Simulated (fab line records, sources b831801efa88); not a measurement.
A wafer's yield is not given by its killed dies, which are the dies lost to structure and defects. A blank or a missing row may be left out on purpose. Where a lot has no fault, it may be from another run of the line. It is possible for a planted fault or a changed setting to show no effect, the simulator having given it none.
What tool caused it? || flow sky130 || 11 lots with 33 wafers sampled at 5 steps, on a route of 708 steps

== WHAT THE GAUGES SHOWED, per wafer ==
SKY_DNWELL_TW_MEAS_09.
{"lot": "L643", "measured": "day 3 12:27", "on": "film metro-01", "DNWELL_TW": "1127 1121 1125"}
{"lot": "L645", "measured": "day 4 00:22", "on": "film metro-03", "DNWELL_TW": "1101 1103 1107"}
{"lot": "L649", "measured": "day 4 18:31", "on": "film metro-03", "DNWELL_TW": "1114 1113 1111"}
{"lot": "L652", "measured": "day 5 13:00", "on": "film metro-01", "DNWELL_TW": "1127 1131 1134"}
{"lot": "L653", "measured": "day 5 19:18", "on": "film metro-04", "DNWELL_TW": "1118 1121 1116"}
{"lot": "L656", "measured": "day 6 07:52", "on": "film metro-03", "DNWELL_TW": "1104 1100 1111"}
{"lot": "L657", "measured": "day 6 12:48", "on": "film metro-04", "DNWELL_TW": "1123 1121 1120"}
{"lot": "L661", "measured": "day 7 11:05", "on": "film metro-03", "DNWELL_TW": "1120 1114 1106"}
{"lot": "L662", "measured": "day 7 18:27", "on": "film metro-03", "DNWELL_TW": "1108 1115 1108"}
{"lot": "L663", "measured": "day 7 23:13", "on": "film metro-04", "DNWELL_TW": "1117 1116 1114"}
{"lot": "L664", "measured": "day 8 04:12", "on": "film metro-03", "DNWELL_TW": "1124 1120 1129"}

SKY_PASSIVATION_THK_MEAS_01.
{"lot": "L643", "measured": "day 44 10:46", "on": "film metro-02", "PASSIVATION_CVD_00_THK (nm)": "88.3 87.5 89.5"}
{"lot": "L645", "measured": "day 45 04:12", "on": "film metro-02", "PASSIVATION_CVD_00_THK (nm)": "86.9 89.5 90.5"}
{"lot": "L649", "measured": "day 45 21:48", "on": "film metro-03", "PASSIVATION_CVD_00_THK (nm)": "87.0 89.7 89.2"}
{"lot": "L652", "measured": "day 46 22:52", "on": "film metro-03", "PASSIVATION_CVD_00_THK (nm)": "80.3 88.1 90.4 80.4 88.1 90.4"}
{"lot": "L653", "measured": "day 47 08:16", "on": "film metro-04", "PASSIVATION_CVD_00_THK (nm)": "89.6 91.3 90.7"}
{"lot": "L656", "measured": "day 47 14:40", "on": "film metro-02", "PASSIVATION_CVD_00_THK (nm)": "86.8 81.6 89.0 86.8 81.7 89.0"}
{"lot": "L657", "measured": "day 47 20:13", "on": "film metro-02", "PASSIVATION_CVD_00_THK (nm)": "87.9 85.7 81.0 88.0 85.9 80.9"}
{"lot": "L661", "measured": "day 48 21:40", "on": "film metro-04", "PASSIVATION_CVD_00_THK (nm)": "90.1 90.4 91.6"}
{"lot": "L662", "measured": "day 49 03:02", "on": "film metro-04", "PASSIVATION_CVD_00_THK (nm)": "89.1 90.8 90.8"}
{"lot": "L663", "measured": "day 49 09:01", "on": "film metro-04", "PASSIVATION_CVD_00_THK (nm)": "91.0 90.8 90.3"}
{"lot": "L664", "measured": "day 49 10:52", "on": "film metro-03", "PASSIVATION_CVD_00_THK (nm)": "89.2 88.5 88.3"}

== EACH LOT AND THE TOOL THAT RAN IT (in order: tool; ch and the chambers of the sampled wafers; start) ==
{"lot": "L643", "SKY_VT_ADJUST_PCH_STRIP_09": "plasma asher-03 ch 0,1, day 11 02:14", "SKY_VIA1_STRIP_16": "plasma asher-03 ch 0,1, day 34 14:35", "SKY_PASSIVATION_CVD_00": "pecvd-04 ch 0,1,2, day 44 10:45"}
{"lot": "L645", "SKY_VT_ADJUST_PCH_STRIP_09": "plasma asher-01 ch 0,1, day 11 19:13", "SKY_VIA1_STRIP_16": "plasma asher-04 ch 0,1, day 35 09:08", "SKY_PASSIVATION_CVD_00": "pecvd-03 ch 1,2, day 45 04:09"}
{"lot": "L649", "SKY_VT_ADJUST_PCH_STRIP_09": "plasma asher-01 ch 0,1, day 12 19:56", "SKY_VIA1_STRIP_16": "plasma asher-02 ch 0,1, day 36 11:38", "SKY_PASSIVATION_CVD_00": "pecvd-04 ch 0,1, day 45 21:46"}
{"lot": "L652", "SKY_VT_ADJUST_PCH_STRIP_09": "plasma asher-03 ch 0,1, day 13 19:35", "SKY_VIA1_STRIP_16": "plasma asher-04 ch 0,1, day 37 17:12", "SKY_PASSIVATION_CVD_00": "pecvd-04 ch 0,2, day 46 22:51"}
{"lot": "L653", "SKY_VT_ADJUST_PCH_STRIP_09": "plasma asher-04 ch 0,1, day 14 06:52", "SKY_VIA1_STRIP_16": "plasma asher-02 ch 0, day 38 03:41", "SKY_PASSIVATION_CVD_00": "pecvd-02 ch 0,2, day 47 08:15"}
{"lot": "L656", "SKY_VT_ADJUST_PCH_STRIP_09": "plasma asher-04 ch 0,1, day 14 21:16", "SKY_VIA1_STRIP_16": "plasma asher-04 ch 0,1, day 38 11:40", "SKY_PASSIVATION_CVD_00": "pecvd-04 ch 0,1, day 47 14:37"}
{"lot": "L657", "SKY_VT_ADJUST_PCH_STRIP_09": "plasma asher-01 ch 0,1, day 15 05:08", "SKY_VIA1_STRIP_16": "plasma asher-03 ch 0,1, day 38 19:18", "SKY_PASSIVATION_CVD_00": "pecvd-04 ch 0,1,2, day 47 20:11"}
{"lot": "L661", "SKY_VT_ADJUST_PCH_STRIP_09": "plasma asher-04 ch 0,1, day 16 11:19", "SKY_VIA1_STRIP_16": "plasma asher-02 ch 0,1, day 40 04:05", "SKY_PASSIVATION_CVD_00": "pecvd-02 ch 0,1,2, day 48 21:37"}
{"lot": "L662", "SKY_VT_ADJUST_PCH_STRIP_09": "plasma asher-03 ch 0,1, day 16 21:59", "SKY_VIA1_STRIP_16": "plasma asher-04 ch 0,1, day 40 08:41", "SKY_PASSIVATION_CVD_00": "pecvd-02 ch 1,2, day 49 03:01"}
{"lot": "L663", "SKY_VT_ADJUST_PCH_STRIP_09": "plasma asher-04 ch 0,1, day 17 05:20", "SKY_VIA1_STRIP_16": "plasma asher-02 ch 1, day 40 16:54", "SKY_PASSIVATION_CVD_00": "pecvd-02 ch 0,1,2, day 49 08:59"}
{"lot": "L664", "SKY_VT_ADJUST_PCH_STRIP_09": "plasma asher-01 ch 0,1, day 17 09:53", "SKY_VIA1_STRIP_16": "plasma asher-03 ch 0,1, day 40 19:27", "SKY_PASSIVATION_CVD_00": "pecvd-03 ch 0,1,2, day 49 10:51"}
- SKY_VT_ADJUST_PCH_STRIP_09: strips in O2/N2.
- SKY_VIA1_STRIP_16: strips in O2/N2.
- SKY_PASSIVATION_CVD_00: deposits SiO2, target thk 90 nm.

== WHAT THE TOOLS THEMSELVES READ (means of the sampled wafers that have a number; where no wafer has one, the mark that the record gives instead) ==
SKY_VT_ADJUST_PCH_STRIP_09.
{"lot": "L643", "tool": "plasma asher-03", "drypump motor current A (A)": 5.56, "oes product au (a.u.)": 0.728, "strip time to endpoint s (s)": 36.84}
{"lot": "L645", "tool": "plasma asher-01", "drypump motor current A (A)": 5.45, "oes product au (a.u.)": 0.725, "strip time to endpoint s (s)": 36.96}
{"lot": "L649", "tool": "plasma asher-01", "drypump motor current A (A)": 5.49, "oes product au (a.u.)": 0.720, "strip time to endpoint s (s)": 37.04}
{"lot": "L652", "tool": "plasma asher-03", "drypump motor current A (A)": 5.54, "oes product au (a.u.)": 0.724, "strip time to endpoint s (s)": 36.92}
{"lot": "L653", "tool": "plasma asher-04", "drypump motor current A (A)": 5.32, "oes product au (a.u.)": 0.720, "strip time to endpoint s (s)": 36.93}
{"lot": "L656", "tool": "plasma asher-04", "drypump motor current A (A)": 5.31, "oes product au (a.u.)": 0.722, "strip time to endpoint s (s)": 36.84}
{"lot": "L657", "tool": "plasma asher-01", "drypump motor current A (A)": 5.47, "oes product au (a.u.)": 0.718, "strip time to endpoint s (s)": 37.02}
{"lot": "L661", "tool": "plasma asher-04", "drypump motor current A (A)": 5.30, "oes product au (a.u.)": 0.725, "strip time to endpoint s (s)": 36.91}
{"lot": "L662", "tool": "plasma asher-03", "drypump motor current A (A)": 5.42, "oes product au (a.u.)": 0.725, "strip time to endpoint s (s)": 36.94}
{"lot": "L663", "tool": "plasma asher-04", "drypump motor current A (A)": 5.33, "oes product au (a.u.)": 0.726, "strip time to endpoint s (s)": 36.98}
{"lot": "L664", "tool": "plasma asher-01", "drypump motor current A (A)": 5.47, "oes product au (a.u.)": 0.724, "strip time to endpoint s (s)": 36.94}

SKY_VIA1_STRIP_16.
{"lot": "L643", "tool": "plasma asher-03", "drypump motor current A (A)": 5.4, "oes product au (a.u.)": 0.413, "strip time to endpoint s (s)": 4.437}
{"lot": "L645", "tool": "plasma asher-04", "drypump motor current A (A)": 5.3, "oes product au (a.u.)": 0.419, "strip time to endpoint s (s)": 4.489}
{"lot": "L649", "tool": "plasma asher-02", "drypump motor current A (A)": 6.3, "oes product au (a.u.)": 0.416, "strip time to endpoint s (s)": 4.490}
{"lot": "L652", "tool": "plasma asher-04", "drypump motor current A (A)": 5.3, "oes product au (a.u.)": 0.418, "strip time to endpoint s (s)": 4.482}
{"lot": "L653", "tool": "plasma asher-02", "drypump motor current A (A)": 6.3, "oes product au (a.u.)": 0.413, "strip time to endpoint s (s)": 4.444}
{"lot": "L656", "tool": "plasma asher-04", "drypump motor current A (A)": 5.3, "oes product au (a.u.)": 0.414, "strip time to endpoint s (s)": 4.457}
{"lot": "L657", "tool": "plasma asher-03", "drypump motor current A (A)": 5.6, "oes product au (a.u.)": 0.418, "strip time to endpoint s (s)": 4.465}
{"lot": "L661", "tool": "plasma asher-02", "drypump motor current A (A)": 6.3, "oes product au (a.u.)": 0.418, "strip time to endpoint s (s)": 4.496}
{"lot": "L662", "tool": "plasma asher-04", "drypump motor current A (A)": 5.5, "oes product au (a.u.)": 0.418, "strip time to endpoint s (s)": 4.471}
{"lot": "L663", "tool": "plasma asher-02", "drypump motor current A (A)": 6.4, "oes product au (a.u.)": 0.421, "strip time to endpoint s (s)": 4.475}
{"lot": "L664", "tool": "plasma asher-03", "drypump motor current A (A)": 5.6, "oes product au (a.u.)": 0.415, "strip time to endpoint s (s)": 4.460}

SKY_PASSIVATION_CVD_00.
{"lot": "L643", "tool": "pecvd-04", "heater power w (W)": 697}
{"lot": "L645", "tool": "pecvd-03", "heater power w (W)": 663}
{"lot": "L649", "tool": "pecvd-04", "heater power w (W)": 658}
{"lot": "L652", "tool": "pecvd-04", "heater power w (W)": 690}
{"lot": "L653", "tool": "pecvd-02", "heater power w (W)": 542}
{"lot": "L656", "tool": "pecvd-04", "heater power w (W)": 616}
{"lot": "L657", "tool": "pecvd-04", "heater power w (W)": 673}
{"lot": "L661", "tool": "pecvd-02", "heater power w (W)": 561}
{"lot": "L662", "tool": "pecvd-02", "heater power w (W)": 626}
{"lot": "L663", "tool": "pecvd-02", "heater power w (W)": 592}
{"lot": "L664", "tool": "pecvd-03", "heater power w (W)": 615}

== THE ANSWER, worked out from the rows above alone ==
Rule: what is usual is taken from the lots themselves. Put in order of their means at a reading, lots are off if they are a third of the lots or fewer, leave a main group of 4 or more, and stand apart from it by a gap of 3 or more times the standard deviation of the main group's means; of several such gaps the widest counts. A main group is skipped when, at the precision printed for the reading in the tables above, its means are all equal. A lot without any number at a reading at which 4 lots or more have one is off too. Any other lot the step has rows for is counted as sound. First the gauges in route order, then the tools' own readings, where a lot's mean is used as printed above. The first step at which some lot is off is used, and at that step the reading that is off furthest; a lot without a number counts as furthest.
Nothing can be told from this: no lot is off at any reading shown.

== WHAT THE SIMULATOR HAD PUT IN ==
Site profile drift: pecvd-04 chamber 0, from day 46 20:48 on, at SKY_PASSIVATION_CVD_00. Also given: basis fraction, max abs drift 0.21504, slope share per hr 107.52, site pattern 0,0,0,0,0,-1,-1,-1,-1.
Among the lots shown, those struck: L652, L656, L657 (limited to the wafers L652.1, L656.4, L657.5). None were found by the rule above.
